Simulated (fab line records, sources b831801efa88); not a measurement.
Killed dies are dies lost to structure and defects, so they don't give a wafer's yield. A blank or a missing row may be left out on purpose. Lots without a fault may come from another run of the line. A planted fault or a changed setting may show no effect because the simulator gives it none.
Which tool did it? | flow sky130 | 15 lots, 45 wafers sampled, at 3 steps of a route of 708

WHAT THE GAUGES READ, wafer by wafer
SKY_METAL2_THK_MEAS_06: measures by xrf.
lot  | measured     | on            | METAL2_ALCU_THK (nm)
L245 | day 34 04:59 | film_metro-04 | 254.1 253.3 252.4
L246 | day 34 10:47 | film_metro-03 | 247.8 249.7 247.1
L247 | day 35 00:23 | film_metro-01 | 251.5 251.1 252.7
L250 | day 36 01:14 | film_metro-03 | 252.8 253.6 254.6
L251 | day 36 07:34 | film_metro-03 | 251.4 247.7 249.0
L252 | day 36 14:34 | film_metro-03 | 258.0 254.0 256.9
L258 | day 38 06:03 | film_metro-03 | 251.6 251.9 250.9
L259 | day 38 17:08 | film_metro-01 | 249.9 248.8 250.3
L260 | day 39 02:08 | film_metro-04 | 254.3 254.0 257.1
L261 | day 39 08:22 | film_metro-04 | 252.5 250.8 253.5
L262 | day 40 01:41 | film_metro-04 | 254.9 254.7 253.6
L263 | day 40 01:47 | film_metro-01 | 253.8 252.1 250.4
L265 | day 40 05:51 | film_metro-03 | 247.4 247.3 246.0
L267 | day 41 00:49 | film_metro-03 | 254.8 253.8 254.1
L268 | day 41 06:44 | film_metro-03 | 251.2 254.4 249.8

SKY_VIA2_THK_MEAS_23: measures by xrf.
lot  | measured     | on            | VIA2_W_THK (nm)
L245 | day 36 11:53 | film_metro-04 | 427 412 432
L246 | day 36 16:17 | film_metro-03 | 430 429 432
L247 | day 37 06:38 | film_metro-03 | 431 425 424
L250 | day 38 06:23 | film_metro-04 | 429 429 425
L251 | day 38 13:39 | film_metro-03 | 432 433 419
L252 | day 38 20:02 | film_metro-03 | 437 435 418
L258 | day 40 08:41 | film_metro-03 | 427 427 431
L259 | day 41 01:31 | film_metro-02 | 429 427 426
L260 | day 41 05:41 | film_metro-03 | 441 423 439
L261 | day 41 09:47 | film_metro-02 | 426 437 433
L262 | day 42 04:22 | film_metro-03 | 419 421 420
L263 | day 42 04:14 | film_metro-02 | 422 439 417
L265 | day 42 08:37 | film_metro-03 | 421 436 416
L267 | day 43 02:02 | film_metro-04 | 425 426 432
L268 | day 43 08:09 | film_metro-04 | 429 424 431

WHICH TOOL RAN EACH LOT (tool, then ch and the chambers of the sampled wafers, then the start)
lot  | SKY_METAL2_SPUTTER_01
L245 | pvd_sputter-01, day 34 04:45
L246 | pvd_sputter-01, day 34 10:33
L247 | pvd_sputter-02, day 35 00:09
L250 | pvd_sputter-02, day 36 00:59
L251 | pvd_sputter-01, day 36 07:20
L252 | pvd_sputter-02, day 36 14:20
L258 | pvd_sputter-02, day 38 05:48
L259 | pvd_sputter-02, day 38 16:53
L260 | pvd_sputter-01, day 39 01:54
L261 | pvd_sputter-02, day 39 08:08
L262 | pvd_sputter-02, day 40 01:28
L263 | pvd_sputter-01, day 40 01:32
L265 | pvd_sputter-04, day 40 05:35
L267 | pvd_sputter-04, day 41 00:35
L268 | pvd_sputter-02, day 41 06:29
- SKY_METAL2_SPUTTER_01: material TiN, target thk 20 nm, time 16.7 s.

WHAT THE TOOLS THEMSELVES READ (means of the sampled wafers that have a number; where no wafer has one, the mark that the record gives instead)
SKY_METAL2_SPUTTER_01.
lot  | tool           | chamber_pressure_pa (Pa) | throttle_valve_pct (%)
L245 | pvd_sputter-01 | 0.4002                   | 30.5
L246 | pvd_sputter-01 | 0.4002                   | 29.6
L247 | pvd_sputter-02 | 0.3999                   | 30.3
L250 | pvd_sputter-02 | 0.4002                   | 30.7
L251 | pvd_sputter-01 | 0.4003                   | 30.2
L252 | pvd_sputter-02 | 0.4011                   | 30.2
L258 | pvd_sputter-02 | 0.4000                   | 31.1
L259 | pvd_sputter-02 | 0.3997                   | 30.3
L260 | pvd_sputter-01 | 0.3999                   | 30.7
L261 | pvd_sputter-02 | 0.3993                   | 30.4
L262 | pvd_sputter-02 | 0.3996                   | 31.3
L263 | pvd_sputter-01 | 0.4004                   | 30.2
L265 | pvd_sputter-04 | 0.3997                   | 29.5
L267 | pvd_sputter-04 | 0.3994                   | 30.1
L268 | pvd_sputter-02 | 0.3994                   | 29.6

THE ANSWER, worked out from the rows above alone
Rule: what is usual is taken from the lots themselves. Put in order of their means at a reading, lots are off if they are a third of the lots or fewer, leave a main group of 4 or more, and stand apart from it by a gap of 3 or more times the standard deviation of the main group's means; of several such gaps the widest counts. A main group whose means are all the same, to the digits that the tables above print for the reading, isn't used. A lot without any number at a reading at which 4 lots or more have one is off too. The other lots that the step has rows for count as sound. The gauges are gone through in route order, then the tools' own readings, and for those a lot's mean is taken as printed above. The first step at which some lot is off is used, and at that step the reading that is off furthest; a lot without a number counts as furthest.
No lot is off at any reading shown: from this, nothing can be told.

WHAT THE SIMULATOR HAD PUT IN
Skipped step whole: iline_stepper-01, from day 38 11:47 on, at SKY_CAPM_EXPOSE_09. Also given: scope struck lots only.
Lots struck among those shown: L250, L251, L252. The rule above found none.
